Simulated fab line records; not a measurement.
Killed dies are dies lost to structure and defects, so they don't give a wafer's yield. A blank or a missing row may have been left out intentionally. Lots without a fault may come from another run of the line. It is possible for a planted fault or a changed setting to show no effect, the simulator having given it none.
Which of the tools did it? ; flow gf180mcu ; 39 wafers from 13 lots sampled at 6 of the route's 602 steps

## WHAT THE GAUGES SHOWED, per wafer
GF_STI_THK_MEAS_02. Usual: for STI_OXIDATION_THK the level is 10.05 nm and the standard deviation is 0.22.
lot;measured;on;STI_OXIDATION_THK (nm);flag
L981;day 1 16:56;film metro-02;9.93 9.97 9.94;
L982;day 1 21:31;film metro-04;10.19 10.22 10.12;
L985;day 2 13:40;film metro-03;10.13 10.11 9.93;
L986;day 2 18:14;film metro-03;10.05 9.94 9.91;
L988;day 3 03:35;film metro-02;9.96 10.04 9.84;
L989;day 3 08:32;film metro-02;9.85 9.93 9.91;
L995;day 4 14:32;film metro-03;9.81 10.07 9.88;
L997;day 5 01:28;film metro-02;10.07 10.09 10.10;
L998;day 5 05:38;film metro-02;10.05 10.19 9.95;
L999;day 5 10:59;film metro-02;9.99 9.79 9.93;
L100;day 5 15:32;film metro-03;10.19 10.04 10.29;
L101;day 5 20:31;film metro-02;10.41 10.41 10.46;
L103;day 6 07:02;film metro-02;10.16 9.84 10.07;

GF_VT_IMPLANT_OVL_MEAS_18. Usual: for VT_IMPLANT_01_OVL the level is -1.0 nm and the standard deviation is 1.4.
lot;measured;on;VT_IMPLANT_01_OVL (nm);flag
L981;day 6 16:53;overlay-01;-2.8 -2.4 -2.0;
L982;day 6 18:41;overlay-02;0.6 1.0 0.7;
L985;day 7 14:32;overlay-01;0.2 -2.9 -2.7;
L986;day 8 01:59;overlay-02;-1.1 -0.6 -0.3;
L988;day 8 10:32;overlay-01;2.8 1.4 0.1;
L989;day 8 12:26;overlay-01;0.5 0.5 0.7;
L995;day 10 04:48;overlay-02;-2.2 -1.8 -3.7;
L997;day 10 18:56;overlay-02;-1.2 0.3 0.7;
L998;day 10 23:56;overlay-02;-1.0 -0.9 -2.9;
L999;day 11 04:32;overlay-02;-1.7 -0.4 -1.1;
L100;day 11 10:12;overlay-02;-3.1 -2.0 -4.1;
L101;day 11 19:35;overlay-02;0.3 -1.4 1.3;
L103;day 12 05:51;overlay-01;-2.7 -0.6 -0.8;

GF_VT_IMPLANT_OVL_MEAS_29. Usual: for VT_IMPLANT_02_OVL the level is -0.7 nm and the standard deviation is 1.3.
lot;measured;on;VT_IMPLANT_02_OVL (nm);flag
L981;day 7 07:36;overlay-02;-1.2 -0.5 -3.6;
L982;day 7 09:47;overlay-02;-1.5 -1.3 -2.4;
L985;day 8 07:05;overlay-02;-1.4 0.3 -0.9;
L986;day 8 18:35;overlay-02;-3.5 -2.2 -1.3;
L988;day 9 03:08;overlay-01;-3.8 -2.2 -2.0;
L989;day 9 05:30;overlay-02;1.0 0.3 -0.3;
L995;day 10 23:38;overlay-01;- - -;OFF
L997;day 11 11:01;overlay-01;0.0 -1.1 -0.9;
L998;day 11 17:59;overlay-02;-1.7 -0.2 -0.9;
L999;day 12 00:02;overlay-02;-0.4 -0.6 1.3;
L100;day 12 05:47;overlay-02;0.1 -1.7 -0.8;
L101;day 12 15:41;overlay-02;-0.4 -1.5 1.5;
L103;day 13 02:05;overlay-02;-2.6 -0.4 -2.1;

GF_VT_IMPLANT_TW_MEAS_32. Usual: for VT_IMPLANT_3_TW the level is 268.1 and the standard deviation is 2.5.
lot;measured;on;VT_IMPLANT_3_TW;flag
L981;day 7 07:53;film metro-02;265.3 267.0 265.8;
L982;day 7 10:04;film metro-01;267.0 265.1 266.7;
L985;day 8 07:22;film metro-02;265.6 266.5 264.1;
L986;day 8 18:52;film metro-02;265.0 266.1 265.3;
L988;day 9 03:25;film metro-02;265.1 266.1 265.8;
L989;day 9 05:48;film metro-04;271.7 271.2 272.4;
L995;day 10 23:56;film metro-01;29.8 29.8 29.7;OFF
L997;day 11 11:19;film metro-04;269.9 270.3 269.1;
L998;day 11 18:16;film metro-01;266.0 267.4 266.6;
L999;day 12 00:19;film metro-01;266.7 265.4 265.3;
L100;day 12 06:05;film metro-04;271.0 270.7 270.6;
L101;day 12 15:59;film metro-02;266.3 267.6 267.0;
L103;day 13 02:23;film metro-04;271.3 270.0 270.7;

GF_PSD_OVL_MEAS_08. Usual: for PSD_OVL the level is 0.6 nm and the standard deviation is 1.3.
lot;measured;on;PSD_OVL (nm);flag
L981;day 14 15:35;overlay-01;0.2 -1.3 0.1;
L982;day 14 20:53;overlay-01;1.6 0.9 0.3;
L985;day 15 22:31;overlay-01;1.3 2.1 2.2;
L986;day 16 21:23;overlay-02;1.1 0.0 -0.5;
L988;day 17 01:20;overlay-02;-1.3 0.2 0.7;
L989;day 17 01:58;overlay-01;0.7 1.9 2.3;
L997;day 20 05:17;overlay-02;0.8 -0.5 0.1;
L998;day 20 11:34;overlay-01;2.1 1.0 3.0;
L999;day 20 23:08;overlay-01;1.5 2.0 2.0;
L100;day 21 09:00;overlay-01;-0.8 -1.9 -0.7;
L101;day 21 16:41;overlay-01;1.9 0.3 1.3;
L103;day 22 05:52;overlay-01;0.5 0.1 1.1;

## WHAT TOOL EACH LOT RAN ON (gives the tool, then ch and the chambers of the sampled wafers, and finally the start)
lot;GF_VT_IMPLANT_EXPOSE_26
L981;iline stepper-01 ch 0, day 7 00:25
L982;iline stepper-02 ch 0, day 7 02:23
L985;iline stepper-02 ch 0, day 7 22:27
L986;iline stepper-01 ch 0, day 8 11:16
L988;iline stepper-02 ch 0, day 8 18:27
L989;iline stepper-01 ch 0, day 8 20:40
L995;iline stepper-02 ch 0, day 10 15:11
L997;iline stepper-02 ch 0, day 11 02:46
L998;iline stepper-02 ch 0, day 11 07:44
L999;iline stepper-01 ch 0, day 11 14:28
L100;iline stepper-01 ch 0, day 11 20:31
L101;iline stepper-02 ch 0, day 12 04:55
L103;iline stepper-02 ch 0, day 12 17:12
- GF_VT_IMPLANT_EXPOSE_26: exposes mask LVPWELL HV AREA, target cd 860 nm.

## WHAT THE TOOLS THEMSELVES READ (means of the sampled wafers that have a number; where no wafer has one, the mark that the record gives instead)
The record holds no such reading with a usual standard deviation.

## THE ANSWER, worked out from the rows above alone
Rule: a lot counts as off when the mean over its wafers that have a number is more than 3 standard deviations away from the usual mean. A lot without any number at a reading at which 4 lots or more have one is off too. The other lots that the step has rows for count as sound. First the gauges in route order, then the tools' own readings, where a lot's mean is used as printed above. At the first step where some lot is off, the reading lying furthest off is the one used; lots without a number count as furthest.
Off: L995, at GF_VT_IMPLANT_OVL_MEAS_29 (VT_IMPLANT_02_OVL). Without a number there: L995.
If a tool, at a process step before that reading, ran all the lots that are off and no sound lot after the first of them, it fits. The gauges at GF_VT_IMPLANT_OVL_MEAS_29 aren't tried: what is off there is off at GF_VT_IMPLANT_TW_MEAS_32 too, on other tools, and a gauge's error can't cause that. None of those tried fits.

## WHAT HAD BEEN PUT IN BY THE SIMULATOR
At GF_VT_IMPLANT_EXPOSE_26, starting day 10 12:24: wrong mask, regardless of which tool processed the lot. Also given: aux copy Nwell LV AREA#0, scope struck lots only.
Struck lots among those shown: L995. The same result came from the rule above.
